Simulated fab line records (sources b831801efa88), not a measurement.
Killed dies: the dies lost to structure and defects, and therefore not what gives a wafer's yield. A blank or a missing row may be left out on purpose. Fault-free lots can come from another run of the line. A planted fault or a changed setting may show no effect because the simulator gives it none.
Comparing a struck lot with a sound one | flow sky130 | 42 steps out of a route of 708
Sound: these wafers, L497.2, L497.3, L497.6. Struck: wafer L506.2 (L506.3, L506.6, from the same lot, were not struck and are left out); the cause is given at the end.
Order at every step that has rows: each side's tool, ch and its chambers, its first start. Under that, the readings that differ: sound wafers | struck wafers | difference of the means | sigmas: that difference in standard deviations of wafers without a fault.
alike: words and numbers the same on both sides, and readings whose means are apart by under 2 such deviations; not compared: readings that were withheld, readings missing a value for some wafer, numbers with overlapping values and no deviation given by the record, and bounds like >300 which may hide the same value.
A row with sigmas, a row that says differs or no value, or rows on one side alone: a step with any of these is where the two part. Numbers that don't overlap but have no deviation are shown without sigmas and don't part them. A reading missing from all wafers of one side parts the sides only when that side holds two or more wafers.

first, 4 steps without rows for these wafers: SKY_PWDE_SOFTBAKE_03; SKY_PWDE_EXPOSE_04 (exposes mask PWDEM, target cd 840 nm); SKY_PWDE_PEB_05; SKY_PWDE_DEVELOP_06 (develop time 60 s).
SKY_PWDE_OVL_MEAS_07:
  sound: overlay-01 at day 4 15:47; struck: overlay-02 at day 6 14:17
  alike: PWDE_OVL
following that, these wafers have no rows for 1 step: SKY_PWDE_IMPLANT_08.
SKY_PWDE_STRIP_09: strips in O2/N2.
  sound on plasma asher-01 ch 0,1, day 4 15:58; struck on plasma asher-04 ch 1, day 6 14:28
  alike: chamber pressure mTorr, drypump motor current A, oes product au, strip time to endpoint s
  not compared: rf hours counter h
SKY_PWDE_TW_MEAS_10:
  sound: film metro-01 at day 4 16:05; struck: film metro-01 at day 6 14:34
  alike: PWDE_TW
then, 4 steps without rows for these wafers: SKY_NWELL_DEHYDRATE_03 (time 60 s); SKY_NWELL_HMDS_04 (prime time 60 s); SKY_NWELL_COAT_05 (resist thk 3000 nm); SKY_NWELL_SOFTBAKE_06.
SKY_NWELL_EXPOSE_07: exposes mask NWM, target cd 840 nm.
  sound on iline stepper-01 ch 0, day 5 01:05; struck on iline stepper-02 ch 0, day 7 00:35
  alike: mask
then, 2 steps without rows for these wafers: SKY_NWELL_PEB_08; SKY_NWELL_DEVELOP_09 (develop time 60 s).
SKY_NWELL_OVL_MEAS_10:
  sound: overlay-01 at day 5 09:52; struck: overlay-02 at day 7 09:57
  alike: NWELL_00_OVL
then, 3 steps without rows for these wafers: SKY_NWELL_IMPLANT_11; SKY_NWELL_IMPLANT_12; SKY_NWELL_IMPLANT_13.
SKY_NWELL_STRIP_14: strips in O2/N2.
  sound on plasma asher-03 ch 0,1, day 5 10:21; struck on plasma asher-01 ch 0, day 7 10:26
  reading                     | sound          | struck | difference | sigmas
  drypump motor current A (A) | 6.20 6.17 5.74 | 5.66   | -0.38      | -2
  alike: chamber pressure mTorr, oes product au, strip time to endpoint s
  not compared: rf hours counter h
SKY_NWELL_TW_MEAS_15:
  sound: film metro-03 at day 5 10:28; struck: film metro-03 at day 7 10:32
  alike: NWELL_TW
then, 7 steps without rows for these wafers: SKY_NWELL_DEHYDRATE_16 (time 60 s); SKY_NWELL_HMDS_17 (prime time 60 s); SKY_NWELL_COAT_18 (resist thk 3000 nm); SKY_NWELL_SOFTBAKE_19; SKY_NWELL_EXPOSE_20 (exposes mask NWM COMPLEMENT, target cd 840 nm); SKY_NWELL_PEB_21; SKY_NWELL_DEVELOP_22 (develop time 60 s).
SKY_NWELL_OVL_MEAS_23:
  sound: overlay-02 at day 6 04:08; struck: overlay-02 at day 8 06:04
  reading           | sound         | struck | difference | sigmas
  NWELL_01_OVL (nm) | 1.0 -0.2 -0.1 | 2.5    | +2.3       | +2
following that, these wafers have no rows for 1 step: SKY_NWELL_IMPLANT_24.
SKY_NWELL_STRIP_25: strips in O2/N2.
  sound on plasma asher-03 ch 0,1, day 6 04:19; struck on plasma asher-04 ch 0, day 8 06:15
  alike: chamber pressure mTorr, drypump motor current A, oes product au, strip time to endpoint s
  not compared: rf hours counter h
SKY_NWELL_TW_MEAS_26:
  sound: film metro-01 at day 6 04:25; struck: film metro-02 at day 8 06:22
  reading    | sound       | struck | difference | sigmas
  NWELL_2_TW | 494 493 493 | 483    | -10        | -2
then, 1 step without rows for these wafers: SKY_NWELL_CLEAN_27 (cleans in SC1/SC2, time 150 s).
SKY_NWELL_RTA_28: time 30 s.
  sound on rtp anneal-01 ch 0, day 6 04:32; struck on rtp anneal-01 ch 0, day 8 06:29
  alike: lamp power pct, ramp down c per s, wafer_temp_C_max
SKY_NWELL_RS_MEAS_29: uses a four-point probe to measure.
  sound: film metro-02 at day 6 04:38; struck: film metro-01 at day 8 06:35
  reading           | sound             | struck | difference | sigmas
  NWELL_RS (ohm/sq) | 620.2 621.2 621.1 | 625.1  | +4.3       | +2
SKY_NWELL_RS_MEAS_31: uses a four-point probe to measure.
  sound: film metro-02 at day 6 04:53; struck: film metro-01 at day 8 06:49
  alike: PWDE_RS
then, 5 steps without rows for these wafers: SKY_VT_ADJUST_HVTP_DEHYDRATE_00 (time 60 s); SKY_VT_ADJUST_HVTP_HMDS_01 (prime time 60 s); SKY_VT_ADJUST_HVTP_COAT_02 (resist thk 1140 nm); SKY_VT_ADJUST_HVTP_SOFTBAKE_03 (time 60 s); SKY_VT_ADJUST_HVTP_EXPOSE_04 (exposes mask HVTPM, target cd 380 nm).
-- record jumps: 41 days separate the struck wafers' starts on either side; left off in module VT_ADJUST_HVTP, taken up again in module PAD_OPEN, whose first shown step is the route's number 708 --
SKY_PAD_OPEN_PROBE_99:
  sound: prober-01 at day 46 22:34; struck: prober-01 at day 48 19:30
  reading                                 | sound          | struck | difference | sigmas
  model.etest.res nwell.width nm (nm)     | 826 821.1 827  | 868.7  | +44.0      |
  model.etest.res iso pwell.width nm (nm) | 2662 2658 2666 | 2633   | -29        |
  alike: killed_at_M0_to_M3, killed_at_M4_up, killed at contacts, killed at front end, killed at other, killed dies, killed open, killed short

== WHERE THEY PART ==
First at SKY_NWELL_STRIP_14; last, within this record, at SKY_NWELL_RS_MEAS_29. Later steps at which nothing parts them and some readings are alike: SKY_NWELL_RS_MEAS_31, SKY_PAD_OPEN_PROBE_99.

WHY: the cause the simulator had injected
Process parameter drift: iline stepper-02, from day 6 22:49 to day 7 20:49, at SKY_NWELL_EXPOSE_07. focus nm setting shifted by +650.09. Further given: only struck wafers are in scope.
